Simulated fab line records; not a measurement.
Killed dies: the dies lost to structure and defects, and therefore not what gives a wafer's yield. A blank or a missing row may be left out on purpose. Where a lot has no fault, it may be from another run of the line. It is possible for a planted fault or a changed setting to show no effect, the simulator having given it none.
Which tool did it? + flow sfq_line + 14 lots, 42 wafers sampled, at 2 steps of a route of 325

== WHAT THE GAUGES READ, wafer by wafer ==
SFQ_M6_OVL_MEAS_940.
| lot  | measured     | on         | M6_OVL (nm) |
|------|--------------|------------|-------------|
| L807 | day 77 15:58 | overlay-02 | 3 2 8       |
| L808 | day 77 18:22 | overlay-02 | 3 6 2       |
| L810 | day 77 20:46 | overlay-02 | 5 7 6       |
| L813 | day 78 18:20 | overlay-01 | 8 9 10      |
| L814 | day 79 00:20 | overlay-02 | -6 7 0      |
| L817 | day 80 05:22 | overlay-02 | 2 7 -8      |
| L820 | day 81 14:43 | overlay-01 | 2 1 6       |
| L821 | day 81 17:08 | overlay-01 | 6 0 6       |
| L822 | day 82 03:56 | overlay-01 | -1 -1 0     |
| L824 | day 82 20:41 | overlay-01 | -6 2 -2     |
| L826 | day 84 20:26 | overlay-01 | -1 5 4      |
| L827 | day 86 06:17 | overlay-02 | -3 -5 1     |
| L828 | day 86 07:26 | overlay-02 | -2 3 -2     |
| L829 | day 86 09:50 | overlay-02 | 5 10 4      |

== WHAT TOOL EACH LOT RAN ON (gives the tool, then ch and the chambers of the sampled wafers, and finally the start) ==
| lot  | SFQ_TRILAYER_A5C_DEP_PECVD_142  |
|------|---------------------------------|
| L807 | pecvd-03 ch 0,1, day 76 03:22   |
| L808 | pecvd-01 ch 0,2, day 76 05:17   |
| L810 | pecvd-04 ch 0,1, day 76 14:06   |
| L813 | pecvd-03 ch 1,2, day 78 09:01   |
| L814 | pecvd-04 ch 1,2, day 78 12:27   |
| L817 | pecvd-03 ch 0,2, day 79 18:27   |
| L820 | pecvd-04 ch 0,2, day 81 00:27   |
| L821 | pecvd-01 ch 0,2, day 81 02:51   |
| L822 | pecvd-03 ch 0,1, day 81 06:27   |
| L824 | pecvd-01 ch 1,2, day 81 08:51   |
| L826 | pecvd-04 ch 0,1, day 81 14:51   |
| L827 | pecvd-03 ch 0,1,2, day 81 16:03 |
| L828 | pecvd-01 ch 1,2, day 81 17:15   |
| L829 | pecvd-03 ch 0,1,2, day 81 19:40 |
- SFQ_TRILAYER_A5C_DEP_PECVD_142: deposits SiO2 from SiH4/N2O, time 15.556 s, target thk 70 nm.

== AS READ BY THE TOOLS THEMSELVES (means over the sampled wafers that have a number; for cases with no such wafer, the mark the record gives instead) ==
SFQ_TRILAYER_A5C_DEP_PECVD_142.
| lot  | tool     | chamber_pressure_Torr (Torr) | heater_power_w (W) | throttle_valve_pct (%) |
|------|----------|------------------------------|--------------------|------------------------|
| L807 | pecvd-03 | 2.402                        | 77                 | 23.3                   |
| L808 | pecvd-01 | 2.400                        | 65                 | 28.1                   |
| L810 | pecvd-04 | 2.398                        | 94                 | 23.6                   |
| L813 | pecvd-03 | 2.404                        | 69                 | 26.1                   |
| L814 | pecvd-04 | 2.400                        | 75                 | 24.2                   |
| L817 | pecvd-03 | 2.403                        | 75                 | 24.7                   |
| L820 | pecvd-04 | 2.403                        | 80                 | 24.4                   |
| L821 | pecvd-01 | 2.398                        | 67                 | 28.0                   |
| L822 | pecvd-03 | 2.394                        | 77                 | 23.6                   |
| L824 | pecvd-01 | 2.402                        | 68                 | 26.7                   |
| L826 | pecvd-04 | 2.398                        | 91                 | 24.0                   |
| L827 | pecvd-03 | 2.403                        | 72                 | 25.9                   |
| L828 | pecvd-01 | 2.402                        | 73                 | 26.1                   |
| L829 | pecvd-03 | 2.404                        | 68                 | 25.6                   |

== THE ANSWER, worked out from the rows above alone ==
Rule: the usual values come from the lots themselves. Put in order of their means at a reading, lots are off if they are a third of the lots or fewer, leave a main group of 4 or more, and stand apart from it by a gap of 3 or more times the standard deviation of the main group's means; of several such gaps the widest counts. A main group whose means are all the same, to the digits that the tables above print for the reading, isn't used. Also off: a lot with no number at a reading for which 4 or more lots have one. The other lots that the step has rows for count as sound. The gauges are gone through in route order, then the tools' own readings, and for those a lot's mean is taken as printed above. The first step at which some lot is off is used, and at that step the reading that is off furthest; a lot without a number counts as furthest.
No lot is off at any reading shown: from this, nothing can be told.

== WHAT HAD BEEN PUT IN BY THE SIMULATOR ==
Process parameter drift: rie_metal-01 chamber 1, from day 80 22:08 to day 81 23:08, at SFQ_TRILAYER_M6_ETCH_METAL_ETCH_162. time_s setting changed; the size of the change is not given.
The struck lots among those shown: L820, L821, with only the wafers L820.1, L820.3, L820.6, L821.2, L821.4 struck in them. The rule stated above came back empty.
